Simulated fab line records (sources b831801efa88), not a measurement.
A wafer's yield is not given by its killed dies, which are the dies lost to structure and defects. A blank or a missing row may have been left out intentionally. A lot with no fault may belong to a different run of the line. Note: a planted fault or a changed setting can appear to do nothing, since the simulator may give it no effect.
2 desks, one fault :: flow sky130 :: what lay behind the numbers comes last; until then each desk has only its own

== AT THE TOOL OWNER'S DESK: furnace-02 ==
The tool's own readings at SKY_GATE_OXIDE_OXIDATION_16 (stabilise 600 s, purge 300 s, target thk 3.57 nm): means of the sampled wafers that have a number, for each lot that ran on this tool. Any lot whose mean is over 4 standard deviations away from the usual mean is out of limits and marked OUT; that distance is given in the brackets.
Columns: A = ramp_down_c_per_min at SKY_GATE_OXIDE_OXIDATION_16, usual 3.0001; B = spike_tc_centre_C at SKY_GATE_OXIDE_OXIDATION_16, usual 799.8 C
lot: L688
first seen here: day 14 08:47
A: 3.0001
B: 799.0

lot: L689
first seen here: day 14 15:20
A: 3.0001
B: 799.5

lot: L691
first seen here: day 15 09:10
A: 3.0000
B: 799.6

lot: L693
first seen here: day 16 06:44
A: 3.0004
B: 800.5

lot: L695
first seen here: day 16 20:10
A: 3.0010
B: 799.1

lot: L705
first seen here: day 20 12:25
A: 3.0003
B: 799.1

lot: L706
first seen here: day 20 18:05
A: 3.0002
B: 799.3
This desk's verdict: no lot among the 7 shows anything out of limits.

== AT THE METROLOGY DESK ==
Lot by lot, what the gauges showed, no matter which tool ran the lot: averages of those sampled wafers that carry a number. Any lot whose mean is over 4 standard deviations away from the usual mean is out of limits and marked OUT; that distance is given in the brackets.
Columns: A = METAL5_ALCU_RS at SKY_METAL5_RS_MEAS_05, usual 0.02705 ohm/sq
lot: L687
first seen here: day 43 05:49
A: 0.02695

lot: L688
first seen here: day 43 10:36
A: 0.02676

lot: L689
first seen here: day 43 14:20
A: 0.02688

lot: L690
first seen here: day 44 03:14
A: 0.02717

lot: L691
first seen here: day 44 04:54
A: 0.02711

lot: L693
first seen here: day 44 21:40
A: 0.02691

lot: L695
first seen here: day 45 06:28
A: 0.02710

lot: L696
first seen here: day 45 09:53
A: 0.02717

lot: L697
first seen here: day 46 01:26
A: 0.02711

lot: L705
first seen here: day 47 19:54
A: 0.02744

lot: L706
first seen here: day 48 03:30
A: 0.02740

lot: L708
first seen here: day 48 09:07
A: 0.02674

lot: L709
first seen here: day 48 14:43
A: 0.02699
This desk's verdict: no lot among the 13 shows anything out of limits.

== PUT TOGETHER ==
The tool owner's desk saw nothing out of limits.
At the metrology desk, nothing out of limits was observed.

== WHAT WAS PUT IN BY THE SIMULATOR ==
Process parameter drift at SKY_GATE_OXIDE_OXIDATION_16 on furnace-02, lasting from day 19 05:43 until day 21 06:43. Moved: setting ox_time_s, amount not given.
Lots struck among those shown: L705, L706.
